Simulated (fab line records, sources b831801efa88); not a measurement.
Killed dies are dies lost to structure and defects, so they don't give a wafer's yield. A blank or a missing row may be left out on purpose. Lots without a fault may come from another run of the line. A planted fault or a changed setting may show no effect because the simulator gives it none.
fab line records | flow sky130
record lots=24 wafers=72 last_day=50
route steps=708 shown METAL3@565 VIA3@574 METAL4@598 PAD_OPEN@702
lots that met no fault: from a run of the same line without faults
start_h: hours from the record's first day to the start of the lot's first wafer shown | wait_h: hours since the lot's step before | " the same as in the row above | L1.1+2: a row that stands for several wafers | - no value, or no start given | * or withheld: withheld | < > ~ a bound
route shown NAME@n: a module of which the file shows steps, and the number in the route of the first | usual: mean/standard deviation of fault-free wafers | same: alike in all rows | chamber/n: place in a boat | sites: the reading at each site | _std_site: their standard deviation | _edge_site: outer sites' mean less inner sites' | radius_mm: how far each site lies from the wafer's centre | mask NAME#n: copy n | behind: the tool/chamber that last shaped the wafer | hold: why the lot was held/for how many hours/how that ended | device: the transistor (n, p or np) that didn't switch | end of line: the same wafers' tests at the end of the route | a step without rows: its recipe alone | killed: dies lost to structure and defects at the first sort, not the wafer's yield | map: a wafer's dies, x killed, . not, _ none there
set.NAME: the setting as run; set.NAME@STEP: as run at that earlier step | model.NAME: the simulator's own value behind a step, which no gauge read
steps of the route over a sample of lots; a table a step, a row a wafer
services: from which hour (start_h, from the record's first day; less than 0 if before it) a tool's chamber was out of use, for how many hours, and why
## steps
# step SKY_METAL3_DESCUM_15
# recipe chemistry=O2 source_power_w=150 bias_power_w=0 pressure_mtorr=10 temp_c=40 time_s=8
# usual drypump_motor_current_A=5.9/0.34 oes_product_au=0.997/0.0084
# columns lot.wafer tool chamber start_h wait_h drypump_motor_current_A oes_product_au rf_hours_counter_h
L074.4 rie_metal-03 0 907.25 0.0 5.5 1.003 -
L074.5 " 1 " " 6.3 1.000 -
L074.6 " 0 " " 5.4 0.995 -
L075.4 rie_metal-03 0 909.37 0.0 5.5 1.002 -
L075.5 " 1 " " 6.3 0.994 -
L075.6 " 0 " " 5.5 1.001 -
L076.3 rie_metal-04 1 912.74 0.0 6.0 1.000 -
L076.4 " 0 " " 6.3 1.000 -
L076.6 " 1 " " 6.0 1.009 -
L077.1 rie_metal-02 1 921.43 0.0 6.0 0.988 3
L077.2 " 0 " " 5.6 0.992 9
L077.3 " 1 " " 6.0 0.993 -
L078.1 rie_metal-02 1 926.28 0.0 6.0 1.003 4
L078.2 " 0 " " 5.6 1.009 9
L078.4 " 1 " " 6.0 1.002 -
L079.2 rie_metal-03 0 932.29 0.0 5.5 0.992 17
L079.3 " 0 " " 5.5 0.997 -
L079.6 " 1 " " 6.4 0.998 -
L080.3 rie_metal-03 1 936.75 0.0 6.4 0.992 -
L080.4 " 0 " " 5.5 0.986 -
L080.5 " 1 " " 6.4 0.997 -
L081.1 rie_metal-03 0 943.21 0.0 5.5 1.003 18
L081.2 " 1 " " 6.3 0.993 13
L081.6 " 0 " " 5.5 0.995 -
L082.1 rie_metal-02 0 956.29 0.0 5.6 1.005 11
L082.3 " 1 " " 6.0 1.000 -
L082.6 " 1 " " 6.0 0.993 -
L083.2 rie_metal-02 0 959.86 0.0 5.6 0.986 11
L083.3 " 1 " " 6.0 0.979 -
L083.6 " 0 " " 5.6 0.992 -
L084.1 rie_metal-02 0 962.74 0.0 5.6 1.003 12
L084.3 " 0 " " 5.6 0.992 -
L084.6 " 1 " " 6.1 0.999 -
L085.1 rie_metal-03 0 974.34 0.0 5.4 0.986 20
L085.2 " 1 " " 6.4 0.988 15
L085.6 " 0 " " 5.5 0.995 -
L086.1 rie_metal-03 1 985.43 0.0 6.4 1.015 15
L086.3 " 1 " " 6.4 1.000 -
L086.5 " 1 " " 6.4 0.995 -
L087.3 rie_metal-02 0 987.12 0.0 5.6 0.989 -
L087.5 " 1 " " 6.0 0.994 -
L087.6 " 0 " " 5.6 0.992 -
L088.1 rie_metal-03 1 1004.43 0.0 6.4 0.986 16
L088.2 " 0 " " 5.4 0.999 21
L088.3 " 1 " " 6.4 1.000 -
L089.2 rie_metal-04 0 1008.04 0.0 6.3 0.994 14
L089.4 " 1 " " 6.0 0.999 -
L089.6 " 1 " " 6.0 0.995 -
L090.1 rie_metal-02 0 1018.94 0.0 5.6 0.991 14
L090.5 " 0 " " 5.6 0.985 -
L090.6 " 1 " " 6.0 0.992 -
L091.1 rie_metal-04 1 1028.91 0.0 6.0 1.009 7
L091.2 " 0 " " 6.3 1.012 16
L091.5 " 1 " " 6.0 1.002 -
L093.1 rie_metal-02 0 1030.83 0.0 5.6 0.977 15
L093.4 " 0 " " 5.6 0.987 -
L093.5 " 0 " " 5.6 0.974 -
L092.1 rie_metal-02 1 1031.88 0.0 6.0 0.990 9
L092.3 " 1 " " 6.0 0.984 -
L092.4 " 0 " " 5.6 0.993 -
L094.1 rie_metal-04 1 1034.96 0.0 6.0 0.997 8
L094.4 " 0 " " 6.4 1.006 -
L094.6 " 0 " " 6.3 1.007 -
L095.1 rie_metal-03 1 1058.80 0.0 6.4 0.988 20
L095.4 " 1 " " 6.3 0.998 -
L095.5 " 1 " " 6.4 0.986 -
L097.1 rie_metal-02 0 1059.84 0.0 5.6 0.993 16
L097.3 " 0 " " 5.6 0.991 -
L097.5 " 1 " " 6.0 0.993 -
L096.3 rie_metal-04 0 1063.82 0.0 6.3 1.003 -
L096.4 " 1 " " 6.0 0.998 -
L096.5 " 1 " " 6.0 0.995 -
# step SKY_VIA3_THK_MEAS_01
# recipe reads=SiO2_of_VIA3_HDPCVD_00
# usual VIA3_HDPCVD_THK=1637/18
# columns lot.wafer tool chamber start_h wait_h VIA3_HDPCVD_THK[nm]
L074.4 film_metro-04 - 908.37 0.0 1640
L074.5 " - " " 1635
L074.6 " - " " 1629
L075.4 film_metro-02 - 910.50 0.0 1647
L075.5 " - " " 1659
L075.6 " - " " 1667
L076.3 film_metro-02 - 913.90 0.1 1636
L076.4 " - " " 1626
L076.6 " - " " 1666
L077.1 film_metro-01 - 922.52 0.1 1668
L077.2 " - " " 1650
L077.3 " - " " 1644
L078.1 film_metro-01 - 927.37 0.1 1642
L078.2 " - " " 1642
L078.4 " - " " 1622
L079.2 film_metro-04 - 933.54 0.2 1640
L079.3 " - " " 1639
L079.6 " - " " 1640
L080.3 film_metro-02 - 937.85 0.1 1605
L080.4 " - " " 1609
L080.5 " - " " 1628
L081.1 film_metro-02 - 944.29 0.1 1654
L081.2 " - " " 1651
L081.6 " - " " 1647
L082.1 film_metro-04 - 957.42 0.1 1668
L082.3 " - " " 1653
L082.6 " - " " 1647
L083.2 film_metro-02 - 961.07 0.1 1640
L083.3 " - " " 1644
L083.6 " - " " 1650
L084.1 film_metro-02 - 963.88 0.1 1644
L084.3 " - " " 1610
L084.6 " - " " 1620
L085.1 film_metro-02 - 975.43 0.1 1617
L085.2 " - " " 1613
L085.6 " - " " 1633
L086.1 film_metro-04 - 986.59 0.1 1625
L086.3 " - " " 1627
L086.5 " - " " 1637
L087.3 film_metro-04 - 988.28 0.1 1642
L087.5 " - " " 1645
L087.6 " - " " 1650
L088.1 film_metro-04 - 1005.52 0.1 1661
L088.2 " - " " 1664
L088.3 " - " " 1650
L089.2 film_metro-04 - 1009.15 0.1 1661
L089.4 " - " " 1671
L089.6 " - " " 1651
L090.1 film_metro-02 - 1020.27 0.1 1646
L090.5 " - " " 1656
L090.6 " - " " 1658
L091.1 film_metro-02 - 1029.99 0.1 1611
L091.2 " - " " 1611
L091.5 " - " " 1615
L093.1 film_metro-02 - 1031.92 0.1 1616
L093.4 " - " " 1604
L093.5 " - " " 1603
L092.1 film_metro-04 - 1033.13 0.2 1636
L092.3 " - " " 1633
L092.4 " - " " 1642
L094.1 film_metro-04 - 1036.04 0.1 1616
L094.4 " - " " 1629
L094.6 " - " " 1623
L095.1 film_metro-04 - 1059.88 0.1 1621
L095.4 " - " " 1623
L095.5 " - " " 1639
L097.1 film_metro-01 - 1061.44 0.1 1609
L097.3 " - " " 1593
L097.5 " - " " 1618
L096.3 film_metro-02 - 1064.97 0.1 1628
L096.4 " - " " 1620
L096.5 " - " " 1628
# step SKY_VIA3_CD_MEAS_12
# recipe target_cd_nm=200
# usual cd_nm=200.2/1.4
# columns lot.wafer tool chamber start_h wait_h cd_nm
L074.4 cd_sem-02 - 933.21 - 201.2
L074.5 " - " " 200.7
L074.6 " - " " 203.1
L075.4 cd_sem-01 - 935.23 - 197.1
L075.5 " - " " 199.1
L075.6 " - " " 197.6
L076.3 cd_sem-02 - 938.79 - 201.1
L076.4 " - " " 200.1
L076.6 " - " " 202.4
L077.1 cd_sem-02 - 947.04 - 200.0
L077.2 " - " " 200.5
L077.3 " - " " 199.9
L078.1 cd_sem-02 - 952.84 - 199.4
L078.2 " - " " 198.4
L078.4 " - " " 198.2
L079.2 cd_sem-01 - 958.07 - 198.8
L079.3 " - " " 199.7
L079.6 " - " " 199.1
L080.3 cd_sem-02 - 962.96 - 199.3
L080.4 " - " " 199.1
L080.5 " - " " 199.5
L081.1 cd_sem-02 - 967.94 - 203.5
L081.2 " - " " 201.1
L081.6 " - " " 201.2
L082.1 cd_sem-01 - 981.47 - 202.2
L082.3 " - " " 200.3
L082.6 " - " " 200.9
L083.2 cd_sem-01 - 985.89 - 197.9
L083.3 " - " " 200.2
L083.6 " - " " 198.3
L084.1 cd_sem-01 - 987.95 - 197.4
L084.3 " - " " 199.0
L084.6 " - " " 197.1
L085.1 cd_sem-01 - 998.44 - 201.3
L085.2 " - " " 201.3
L085.6 " - " " 200.9
L086.1 cd_sem-01 - 1010.17 - 199.3
L086.3 " - " " 199.5
L086.5 " - " " 199.3
L087.3 cd_sem-01 - 1012.60 - 198.9
L087.5 " - " " 200.6
L087.6 " - " " 201.0
L088.1 cd_sem-01 - 1028.99 - 200.0
L088.2 " - " " 199.8
L088.3 " - " " 200.4
L089.2 cd_sem-01 - 1032.11 - 201.8
L089.4 " - " " 201.4
L089.6 " - " " 201.0
L090.1 cd_sem-02 - 1042.42 - 201.2
L090.5 " - " " 202.1
L090.6 " - " " 202.7
L091.1 cd_sem-01 - 1052.27 - 200.5
L091.2 " - " " 201.1
L091.5 " - " " 200.7
L093.1 cd_sem-01 - 1054.52 - 201.0
L093.4 " - " " 200.0
L093.5 " - " " 200.0
L092.1 cd_sem-02 - 1055.27 - 200.3
L092.3 " - " " 200.3
L092.4 " - " " 200.5
L094.1 cd_sem-02 - 1059.00 - 200.1
L094.4 " - " " 198.9
L094.6 " - " " 200.4
L095.1 cd_sem-01 - 1081.22 - 197.9
L095.4 " - " " 199.0
L095.5 " - " " 199.9
L097.1 cd_sem-02 - 1082.82 - 202.4
L097.3 " - " " 200.0
L097.5 " - " " 200.0
L096.3 cd_sem-02 - 1086.84 - 200.4
L096.4 " - " " 201.2
L096.5 " - " " 200.8
# step SKY_VIA3_CVD_21
# recipe material=W target_thk_nm=390 time_s=117.31 temp_c=400 pressure_torr=40
# usual heater_power_w=857/20
# columns lot.wafer tool chamber start_h wait_h heater_power_w
L074.4 cvd_w-01 1 934.10 0.1 860
L074.5 " 1 " " 817
L074.6 " 0 " " 877
L075.4 cvd_w-02 0 936.20 0.2 828
L075.5 " 0 " " 853
L075.6 " 0 " " 860
L076.3 cvd_w-01 1 939.70 0.1 842
L076.4 " 0 " " 859
L076.6 " 1 " " 844
L077.1 cvd_w-02 1 947.95 0.0 892
L077.2 " 0 " " 834
L077.3 " 1 " " 885
L078.1 cvd_w-01 0 953.79 0.0 887
L078.2 " 1 " " 857
L078.4 " 0 " " 851
L079.2 cvd_w-01 1 959.10 0.0 813
L079.3 " 0 " " 856
L079.6 " 0 " " 848
L080.3 cvd_w-01 0 963.91 0.1 874
L080.4 " 1 " " 834
L080.5 " 0 " " 830
L081.1 cvd_w-01 1 968.85 0.0 853
L081.2 " 0 " " 872
L081.6 " 0 " " 875
L082.1 cvd_w-02 0 982.42 0.0 880
L082.3 " 0 " " 835
L082.6 " 0 " " 864
L083.2 cvd_w-01 1 986.82 0.0 823
L083.3 " 1 " " 844
L083.6 " 0 " " 866
L084.1 cvd_w-01 1 988.89 0.0 831
L084.3 " 1 " " 831
L084.6 " 0 " " 875
L085.1 cvd_w-01 0 999.38 0.0 868
L085.2 " 1 " " 864
L085.6 " 1 " " 839
L086.1 cvd_w-01 0 1011.10 0.0 875
L086.3 " 1 " " 864
L086.5 " 0 " " 874
L087.3 cvd_w-01 1 1013.53 0.1 837
L087.5 " 0 " " 878
L087.6 " 1 " " 828
L088.1 cvd_w-01 0 1029.94 0.0 866
L088.2 " 1 " " 830
L088.3 " 1 " " 847
L089.2 cvd_w-02 0 1033.00 0.0 851
L089.4 " 1 " " 888
L089.6 " 0 " " 854
L090.1 cvd_w-02 0 1043.33 0.0 840
L090.5 " 1 " " 889
L090.6 " 0 " " 834
L091.1 cvd_w-01 1 1053.36 0.0 841
L091.2 " 0 " " 868
L091.5 " 1 " " 843
L093.1 cvd_w-01 1 1055.46 0.0 846
L093.4 " 1 " " 866
L093.5 " 0 " " 890
L092.1 cvd_w-02 0 1056.70 0.0 866
L092.3 " 0 " " 826
L092.4 " 1 " " 862
L094.1 cvd_w-02 1 1060.38 0.0 888
L094.4 " 0 " " 845
L094.6 " 0 " " 864
L095.1 cvd_w-01 0 1082.58 0.0 866
L095.4 " 0 " " 854
L095.5 " 1 " " 843
L097.1 cvd_w-01 1 1084.29 0.0 855
L097.3 " 1 " " 856
L097.5 " 0 " " 886
L096.3 cvd_w-01 0 1087.79 0.1 868
L096.4 " 1 " " 846
L096.5 " 0 " " 875
# step SKY_METAL4_SPUTTER_00
# recipe material=Ti target_thk_nm=15 power_w=3000 time_s=10 chamber_pressure_pa=0.4
# usual throttle_valve_pct=30.0/0.96
# columns lot.wafer tool chamber start_h wait_h throttle_valve_pct
L074.4 pvd_sputter-03 - 934.66 0.1 28.3
L074.5 " - " " 30.5
L074.6 " - " " 28.2
L075.4 pvd_sputter-04 - 936.81 0.1 30.3
L075.5 " - " " 30.0
L075.6 " - " " 30.6
L076.3 pvd_sputter-04 - 940.26 0.2 29.6
L076.4 " - " " 30.4
L076.6 " - " " 30.2
L077.1 pvd_sputter-03 - 948.55 0.2 30.6
L077.2 " - " " 33.2
L077.3 " - " " 28.7
L078.1 pvd_sputter-04 - 954.39 0.1 29.9
L078.2 " - " " 30.3
L078.4 " - " " 29.6
L079.2 pvd_sputter-02 - 959.77 0.2 29.8
L079.3 " - " " 29.4
L079.6 " - " " 30.8
L080.3 pvd_sputter-04 - 964.47 0.2 30.2
L080.4 " - " " 30.3
L080.5 " - " " 30.3
L081.1 pvd_sputter-02 - 969.45 0.2 29.6
L081.2 " - " " 29.5
L081.6 " - " " 29.1
L082.1 pvd_sputter-02 - 983.03 0.2 29.7
L082.3 " - " " 30.7
L082.6 " - " " 30.7
L083.2 pvd_sputter-02 - 987.52 0.1 30.6
L083.3 " - " " 28.7
L083.6 " - " " 29.5
L084.1 pvd_sputter-03 - 989.50 0.1 28.6
L084.3 " - " " 30.4
L084.6 " - " " 33.2
L085.1 pvd_sputter-04 - 999.98 0.2 30.2
L085.2 " - " " 30.1
L085.6 " - " " 30.3
L086.1 pvd_sputter-04 - 1012.25 0.2 29.6
L086.3 " - " " 30.1
L086.5 " - " " 30.7
L087.3 pvd_sputter-02 - 1014.10 0.1 29.4
L087.5 " - " " 29.5
L087.6 " - " " 29.5
L088.1 pvd_sputter-04 - 1030.65 0.2 30.3
L088.2 " - " " 30.1
L088.3 " - " " 29.6
L089.2 pvd_sputter-04 - 1033.67 0.1 30.3
L089.4 " - " " 30.6
L089.6 " - " " 30.3
L090.1 pvd_sputter-04 - 1043.93 0.2 30.3
L090.5 " - " " 29.7
L090.6 " - " " 30.7
L091.1 pvd_sputter-04 - 1053.96 0.2 30.5
L091.2 " - " " 30.4
L091.5 " - " " 29.7
L093.1 pvd_sputter-02 - 1056.06 0.1 28.9
L093.4 " - " " 30.7
L093.5 " - " " 28.5
L092.1 pvd_sputter-02 - 1057.32 0.1 29.2
L092.3 " - " " 31.1
L092.4 " - " " 28.5
L094.1 pvd_sputter-04 - 1060.99 0.2 30.5
L094.4 " - " " 30.2
L094.6 " - " " 30.1
L095.1 pvd_sputter-04 - 1083.37 0.1 30.1
L095.4 " - " " 31.0
L095.5 " - " " 30.6
L097.1 pvd_sputter-04 - 1084.89 0.2 30.4
L097.3 " - " " 30.3
L097.5 " - " " 30.3
L096.3 pvd_sputter-03 - 1088.36 0.2 28.0
L096.4 " - " " 30.5
L096.5 " - " " 28.3
# step SKY_PAD_OPEN_STRIP_08
# recipe chemistry=O2/N2 power_w=1400 pressure_mtorr=1500 platen_temp_c=withheld overash_fraction=0.7 o2_flow_sccm=3000 n2_flow_sccm=300
# usual drypump_motor_current_A=5.9/0.5 n2_flow_sccm=300.0/0.94 o2_flow_sccm=2999/8.8 oes_product_au=0.663/0.0044 strip_time_to_endpoint_s=37.05/0.13
# columns lot.wafer tool chamber start_h wait_h drypump_motor_current_A n2_flow_sccm o2_flow_sccm oes_product_au rf_hours_counter_h strip_time_to_endpoint_s
L074.4 plasma_asher-01 0 1076.96 0.1 5.5 301.9 2999 0.654 - 36.77
L074.5 " 0 " " 5.5 301.0 3015 0.663 - 36.83
L074.6 " 1 " " 6.4 298.8 2995 0.658 - 36.76
L075.4 plasma_asher-04 1 1079.29 0.1 5.1 300.6 3012 0.669 - 37.26
L075.5 " 1 " " 5.1 300.4 2997 0.664 - 37.19
L075.6 " 0 " " 6.1 300.5 3009 0.661 - 37.16
L076.3 plasma_asher-04 0 1084.42 0.1 6.2 299.2 2989 0.659 - 37.06
L076.4 " 1 " " 5.1 297.8 2998 0.665 - 37.18
L076.6 " 0 " " 6.1 301.1 2998 0.663 - 37.05
L077.1 plasma_asher-04 0 1086.43 0.1 6.1 300.2 3000 0.665 66 36.96
L077.2 " 1 " " 5.1 299.8 2991 0.674 66 36.99
L077.3 " 0 " " 6.2 299.6 2992 0.659 - 36.95
L078.1 plasma_asher-03 1 1094.31 0.1 6.4 300.0 2998 0.664 3 37.20
L078.2 " 0 " " 5.5 299.8 3009 0.667 3 37.09
L078.4 " 1 " " 6.5 299.6 2992 0.666 - 37.09
L079.2 plasma_asher-04 0 1099.56 0.1 6.2 298.7 2996 0.661 67 37.26
L079.3 " 1 " " 5.1 299.3 2995 0.659 - 37.21
L079.6 " 1 " " 5.1 300.2 2994 0.662 - 37.09
L080.3 plasma_asher-01 1 1103.46 0.1 6.4 301.3 3000 0.664 - 36.97
L080.4 " 0 " " 5.5 298.8 2999 0.657 - 36.92
L080.5 " 0 " " 5.5 299.2 3007 0.663 - 36.97
L081.1 plasma_asher-03 0 1105.36 0.1 5.5 300.1 3004 0.665 4 36.94
L081.2 " 1 " " 6.5 298.9 2988 0.669 4 36.98
L081.6 " 1 " " 6.5 299.1 3001 0.667 - 36.93
L082.1 plasma_asher-04 1 1118.03 0.1 5.1 302.4 3013 0.664 68 37.11
L082.3 " 0 " " 6.2 299.3 3006 0.656 - 37.10
L082.6 " 1 " " 5.1 300.8 2999 0.661 - 37.11
L083.2 plasma_asher-04 0 1121.08 0.1 6.1 298.6 3005 0.661 69 36.87
L083.3 " 0 " " 6.1 299.0 3007 0.653 - 36.84
L083.6 " 1 " " 5.1 300.5 3008 0.674 - 36.76
L084.1 plasma_asher-01 0 1123.83 0.1 5.5 301.2 2999 0.668 104 37.15
L084.3 " 1 " " 6.4 300.4 2985 0.667 - 37.10
L084.6 " 0 " " 5.5 299.8 3006 0.666 - 37.12
L085.1 plasma_asher-01 1 1129.91 0.1 6.4 300.8 3013 0.667 104 36.82
L085.2 " 0 " " 5.5 300.1 2992 0.669 104 36.82
L085.6 " 0 " " 5.5 299.6 2992 0.671 - 36.88
L086.1 plasma_asher-04 1 1143.46 0.1 5.2 299.3 3005 0.660 71 37.29
L086.3 " 1 " " 5.1 298.0 3016 0.663 - 37.14
L086.5 " 0 " " 6.2 299.7 2985 0.663 - 37.28
L087.3 plasma_asher-03 0 1143.67 0.1 5.5 300.0 2988 0.664 - 36.89
L087.5 " 1 " " 6.5 300.0 3007 0.659 - 36.85
L087.6 " 0 " " 5.5 300.7 2988 0.668 - 36.86
L088.1 plasma_asher-03 1 1155.48 0.1 6.5 300.5 2993 0.663 9 37.12
L088.2 " 0 " " 5.5 301.3 2992 0.666 9 37.11
L088.3 " 0 " " 5.5 300.0 3003 0.660 - 37.21
L089.2 plasma_asher-01 1 1158.23 0.1 6.4 300.4 2996 0.662 107 36.87
L089.4 " 1 " " 6.5 299.6 2986 0.663 - 37.08
L089.6 " 0 " " 5.5 300.4 2998 0.666 - 36.98
L090.1 plasma_asher-03 1 1165.66 0.1 6.5 300.7 2988 0.666 10 37.17
L090.5 " 0 " " 5.5 300.0 2988 0.666 - 37.26
L090.6 " 1 " " 6.5 299.1 3004 0.657 - 37.24
L091.1 plasma_asher-03 0 1174.43 0.1 5.5 299.1 3011 0.664 11 36.99
L091.2 " 1 " " 6.5 299.8 3004 0.664 11 36.97
L091.5 " 1 " " 6.5 299.8 3007 0.669 - 37.04
L093.1 plasma_asher-01 1 1175.43 0.1 6.4 299.0 3012 0.664 109 37.22
L093.4 " 0 " " 5.5 300.3 3001 0.663 - 37.11
L093.5 " 0 " " 5.5 302.1 2988 0.656 - 37.17
L092.1 plasma_asher-03 0 1177.36 0.1 5.5 301.1 2997 0.666 11 37.08
L092.3 " 1 " " 6.5 299.2 3010 0.663 - 37.09
L092.4 " 0 " " 5.5 299.1 2999 0.664 - 37.08
L094.1 plasma_asher-01 1 1181.33 0.1 6.4 301.5 3001 0.657 110 37.01
L094.4 " 1 " " 6.4 300.2 3008 0.658 - 37.14
L094.6 " 1 " " 6.4 300.6 3001 0.658 - 37.14
L095.1 plasma_asher-01 0 1196.78 0.1 5.5 300.6 2981 0.667 111 36.82
L095.4 " 1 " " 6.4 299.6 2997 0.659 - 36.84
L095.5 " 1 " " 6.4 298.4 2990 0.658 - 36.89
L097.1 plasma_asher-01 1 1197.93 0.1 6.4 300.3 2996 0.655 111 37.12
L097.3 " 1 " " 6.4 299.5 2998 0.665 - 37.06
L097.5 " 1 " " 6.4 299.4 2995 0.665 - 37.24
L096.3 plasma_asher-01 1 1200.72 0.1 6.4 298.4 2993 0.672 - 37.16
L096.4 " 0 " " 5.5 300.5 3000 0.663 - 37.12
L096.5 " 1 " " 6.4 300.0 2991 0.666 - 37.10
## services
# columns tool chamber start_h hours kind
cvd_w-01 - 886.63 1.1 repair
pvd_sputter-04 - 889.97 1.9 repair
rie_metal-03 0 891.24 5.5 repair
rie_metal-02 - 899.17 2.8 pm
pvd_sputter-02 - 899.78 9.3 repair
cvd_w-02 - 904.00 14.0 pm
cvd_w-02 1 913.29 14.8 repair
cvd_w-02 1 934.61 8.5 repair
pvd_sputter-04 - 950.55 2.1 repair
plasma_asher-01 - 958.02 2.6 repair
plasma_asher-01 - 963.67 7.7 repair
plasma_asher-03 - 983.04 53.2 repair
cvd_w-02 - 1014.34 1.5 repair
rie_metal-03 - 1044.60 2.8 pm
plasma_asher-01 - 1077.41 6.6 repair
pvd_sputter-04 - 1098.44 3.5 repair
cvd_w-01 - 1098.57 2.3 repair
plasma_asher-01 - 1110.15 3.0 repair
plasma_asher-01 - 1115.45 2.8 pm
rie_metal-03 - 1134.44 1.5 repair
rie_metal-02 - 1135.59 1.2 repair
rie_metal-03 0 1188.92 7.2 repair
cvd_w-01 1 1190.74 5.0 repair
rie_metal-03 - 1192.52 4.3 pm
## key
fault none
